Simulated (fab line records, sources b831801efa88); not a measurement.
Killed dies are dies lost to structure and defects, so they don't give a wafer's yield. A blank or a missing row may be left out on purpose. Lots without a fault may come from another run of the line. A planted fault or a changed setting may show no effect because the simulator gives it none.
Which tool did it? | flow gf180mcu | 7 lots, 21 wafers sampled, at 1 step of a route of 602

WHAT THE GAUGES READ, wafer by wafer
GF_MIM_RS_MEAS_10: measures by four-point-probe.
lot  | measured     | on            | MIM_ALCU_RS (ohm/sq)
L582 | day 24 16:55 | film_metro-01 | 0.1569 0.1575 0.1575
L591 | day 27 21:53 | film_metro-03 | 0.1593 0.1600 0.1603
L595 | day 29 02:21 | film_metro-01 | 0.1597 0.1592 0.1593
L597 | day 29 15:38 | film_metro-03 | 0.1608 0.1629 0.1599
L599 | day 30 01:09 | film_metro-03 | 0.1614 0.1605 0.1601
L601 | day 30 18:22 | film_metro-02 | 0.1632 0.1599 0.1612
L603 | day 31 07:44 | film_metro-03 | 0.1603 0.1598 0.1603

WHICH TOOL RAN EACH LOT (tool, then ch and the chambers of the sampled wafers, then the start)
The record holds no process step before these readings.

THE ANSWER, worked out from the rows above alone
Rule: what is usual is taken from the lots themselves. Put in order of their means at a reading, lots are off if they are a third of the lots or fewer, leave a main group of 4 or more, and stand apart from it by a gap of 3 or more times the standard deviation of the main group's means; of several such gaps the widest counts. A main group whose means are all the same, to the digits that the tables above print for the reading, isn't used. A lot without any number at a reading at which 4 lots or more have one is off too. The other lots that the step has rows for count as sound.
No lot is off at any reading shown: from this, nothing can be told.

WHAT THE SIMULATOR HAD PUT IN
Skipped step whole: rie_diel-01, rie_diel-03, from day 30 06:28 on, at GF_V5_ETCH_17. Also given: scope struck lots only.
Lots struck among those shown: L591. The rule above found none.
